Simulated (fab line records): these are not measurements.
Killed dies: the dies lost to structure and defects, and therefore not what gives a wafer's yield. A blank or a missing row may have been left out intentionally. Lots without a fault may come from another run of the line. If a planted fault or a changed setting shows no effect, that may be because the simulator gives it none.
What tool caused it? -- flow sky130 -- 10 lots with 30 wafers sampled at 6 steps, on a route of 708 steps

## WHAT EACH GAUGE READ, for each wafer
SKY_PWDE_TW_MEAS_10. Usual: PWDE_TW gives 377 (standard deviation 4.8).
lot,measured,on,PWDE_TW,flag
L937,day 3 16:15,film-metro-04,370 373 373,
L938,day 4 06:23,film-metro-01,382 382 380,
L939,day 4 19:16,film-metro-01,383 381 381,
L940,day 4 21:59,film-metro-04,372 374 374,
L948,day 6 18:30,film-metro-01,409 411 409 411 410 409,OFF
L950,day 7 00:13,film-metro-04,395 395 395,OFF
L951,day 7 06:07,film-metro-04,370 373 374,
L955,day 8 00:52,film-metro-04,375 374 375,
L958,day 8 19:22,film-metro-02,377 375 377,
L960,day 9 13:17,film-metro-04,374 373 373,

SKY_NWELL_RS_MEAS_31: a four-point-probe measurement. Usual: PWDE_RS gives 5283 ohm/sq (standard deviation 19).
lot,measured,on,PWDE_RS (ohm/sq),flag
L937,day 5 00:46,film-metro-02,5264 5268 5276,
L938,day 5 17:48,film-metro-04,5300 5290 5303,
L939,day 6 06:28,film-metro-02,5295 5282 5287,
L940,day 6 10:37,film-metro-04,5249 5258 5273,
L948,day 8 10:27,film-metro-02,4491 4508 4511 4483 4513 4517,OFF
L950,day 8 16:31,film-metro-01,4521 4533 4523 4526 4533 4528,OFF
L951,day 8 23:30,film-metro-02,5256 5286 5262,
L955,day 9 19:29,film-metro-01,5266 5248 5248,
L958,day 10 15:04,film-metro-02,5300 5327 5298,
L960,day 11 10:51,film-metro-02,5302 5317 5286,

SKY_METAL2_RS_MEAS_05: a four-point-probe measurement. Usual: METAL2_ALCU_RS gives 0.1270 ohm/sq (standard deviation 0.0012).
lot,measured,on,METAL2_ALCU_RS (ohm/sq),flag
L937,day 33 09:26,film-metro-01,0.1265 0.1275 0.1258,
L938,day 34 09:26,film-metro-03,0.1265 0.1278 0.1270,
L939,day 35 04:58,film-metro-03,0.1285 0.1293 0.1297,
L940,day 35 12:47,film-metro-04,0.1277 0.1266 0.1277,
L948,day 39 03:31,film-metro-03,0.1259 0.1272 0.1265,
L950,day 39 01:21,film-metro-01,0.1262 0.1264 0.1263,
L951,day 39 05:25,film-metro-01,0.1284 0.1288 0.1273,
L955,day 39 12:11,film-metro-01,0.1270 0.1281 0.1266,
L958,day 40 11:09,film-metro-04,0.1239 0.1244 0.1244,
L960,day 41 07:08,film-metro-04,0.1256 0.1261 0.1266,

## EACH LOT AND THE TOOL THAT RAN IT (in order: tool; ch and the chambers of the sampled wafers; start)
lot,SKY_PWDE_IMPLANT_08,SKY_VT_ADJUST_LVTN_STRIP_09,SKY_SONOS_ONO_STRIP_17
L937,"implanter-04 ch 0, day 3 16:00","plasma-asher-03 ch 0,1, day 6 13:02","plasma-asher-01 ch 0,1, day 12 05:33"
L938,"implanter-02 ch 0, day 4 06:08","plasma-asher-01 ch 0,1, day 7 06:53","plasma-asher-04 ch 0,1, day 13 00:59"
L939,"implanter-03 ch 0, day 4 19:02","plasma-asher-04 ch 0,1, day 7 21:49","plasma-asher-01 ch 0,1, day 13 22:35"
L940,"implanter-03 ch 0, day 4 21:44","plasma-asher-03 ch 0,1, day 8 01:46","plasma-asher-04 ch 0,1, day 14 01:20"
L948,"implanter-03 ch 0, day 6 18:15","plasma-asher-03 ch 0,1, day 10 05:10","plasma-asher-04 ch 0,1, day 17 00:12"
L950,"implanter-03 ch 0, day 6 23:58","plasma-asher-01 ch 0,1, day 10 11:59","plasma-asher-03 ch 0,1, day 17 06:36"
L951,"implanter-04 ch 0, day 7 05:49","plasma-asher-03 ch 0,1, day 10 19:46","plasma-asher-03 ch 0,1, day 17 13:47"
L955,"implanter-04 ch 0, day 8 00:38","plasma-asher-04 ch 0,1, day 11 17:24","plasma-asher-01 ch 0,1, day 18 15:17"
L958,"implanter-02 ch 0, day 8 19:08","plasma-asher-01 ch 0,1, day 12 14:55","plasma-asher-03 ch 0,1, day 19 20:56"
L960,"implanter-04 ch 0, day 9 13:03","plasma-asher-03 ch 0,1, day 13 13:25","plasma-asher-03 ch 0,1, day 20 20:48"
- SKY_PWDE_IMPLANT_08
- SKY_VT_ADJUST_LVTN_STRIP_09: strips in O2/N2.
- SKY_SONOS_ONO_STRIP_17: strips in O2/N2.

## AS READ BY THE TOOLS THEMSELVES (means over the sampled wafers that have a number; for cases with no such wafer, the mark the record gives instead)
SKY_PWDE_IMPLANT_08. Usual: dose-ions-cm2 3.6e+12, standard deviation 4.3e+09; faraday-current-uA 20.3, standard deviation 0.41.
lot,tool,dose-ions-cm2,faraday-current-uA,flag
L937,implanter-04,3.6e+12,20.4,
L938,implanter-02,3.6e+12,20.2,
L939,implanter-03,3.6e+12,20.4,
L940,implanter-03,3.6e+12,20.5,
L948,implanter-03,4.4e+12,24.5,OFF
L950,implanter-03,4.4e+12,24.9,OFF
L951,implanter-04,3.6e+12,19.7,
L955,implanter-04,3.6e+12,19.8,
L958,implanter-02,3.6e+12,20.2,
L960,implanter-04,3.6e+12,20.2,

SKY_VT_ADJUST_LVTN_STRIP_09. Usual: drypump-motor-current-A 5.7 A, standard deviation 0.45; n2-flow-sccm 299.9 sccm, standard deviation 0.94; oes-product-au 0.722 a.u., standard deviation 0.0049; strip-time-to-endpoint-s 36.91 s, standard deviation 0.1.
lot,tool,drypump-motor-current-A (A),n2-flow-sccm (sccm),oes-product-au (a.u.),strip-time-to-endpoint-s (s),flag
L937,plasma-asher-03,5.7,299.2,0.722,37.04,
L938,plasma-asher-01,5.2,300.2,0.722,36.90,
L939,plasma-asher-04,6.1,300.7,0.718,36.85,
L940,plasma-asher-03,5.7,301.1,0.721,36.80,
L948,plasma-asher-03,5.7,300.4,0.725,36.90,
L950,plasma-asher-01,5.2,300.0,0.722,36.85,
L951,plasma-asher-03,5.7,299.2,0.718,36.89,
L955,plasma-asher-04,6.1,300.6,0.722,36.84,
L958,plasma-asher-01,5.3,298.9,0.717,36.86,
L960,plasma-asher-03,5.5,299.7,0.721,37.04,

SKY_SONOS_ONO_STRIP_17. Usual: drypump-motor-current-A 5.7 A, standard deviation 0.45; n2-flow-sccm 300.0 sccm, standard deviation 0.9; oes-product-au 0.710 a.u., standard deviation 0.0046; strip-time-to-endpoint-s 14.17 s, standard deviation 0.048.
lot,tool,drypump-motor-current-A (A),n2-flow-sccm (sccm),oes-product-au (a.u.),strip-time-to-endpoint-s (s),flag
L937,plasma-asher-01,5.5,299.7,0.711,14.19,
L938,plasma-asher-04,6.2,299.5,0.713,14.24,
L939,plasma-asher-01,5.2,300.8,0.708,14.14,
L940,plasma-asher-04,6.1,300.0,0.706,14.25,
L948,plasma-asher-04,6.2,300.0,0.707,14.10,
L950,plasma-asher-03,5.7,301.0,0.709,14.24,
L951,plasma-asher-03,5.5,300.2,0.710,14.15,
L955,plasma-asher-01,5.2,300.9,0.710,14.16,
L958,plasma-asher-03,5.7,299.0,0.707,14.16,
L960,plasma-asher-03,5.5,300.5,0.711,14.13,

## THE ANSWER, worked out from the rows above alone
Rule: lot off if the mean of its wafers having a number is beyond 3 standard deviations from the usual mean. A lot without any number at a reading at which 4 lots or more have one is off too. All remaining lots with rows at the step are treated as sound. After the gauges, taken in route order, come the tools' own readings; for these a lot's mean is taken, as printed above. At the first step where some lot is off, the reading lying furthest off is the one used; lots without a number count as furthest.
Off: at SKY_PWDE_TW_MEAS_10 (PWDE_TW), L948, L950.
A tool fits if, at a process step before that reading, it ran every lot that is off, and no sound lot after the first of them. The gauges at SKY_PWDE_TW_MEAS_10 aren't tried: what is off there is off at SKY_PWDE_IMPLANT_08 too, on other tools, and a gauge's error can't cause that. One fits: SKY_PWDE_IMPLANT_08 on implanter-03. Its last sound lot is L940 (day 4 21:44), its first lot that is off L948 (day 6 18:15): a fault that began between those two fits.
The tool's own readings at SKY_PWDE_IMPLANT_08 bear it out: on the lots that are off they differ by more than 5 times the standard deviation of the sound lots' means. dose-ions-cm2 reads 4.4e+12 there against 3.6e+12 on the sound lots; faraday-current-uA reads 24.7 there against 20.2 on the sound lots.

## WHAT THE SIMULATOR HAD PUT IN
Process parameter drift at SKY_PWDE_IMPLANT_08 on implanter-03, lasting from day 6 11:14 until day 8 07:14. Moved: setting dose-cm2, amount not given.
Lots struck among those shown: L948, L950. The rule given above showed the same thing.
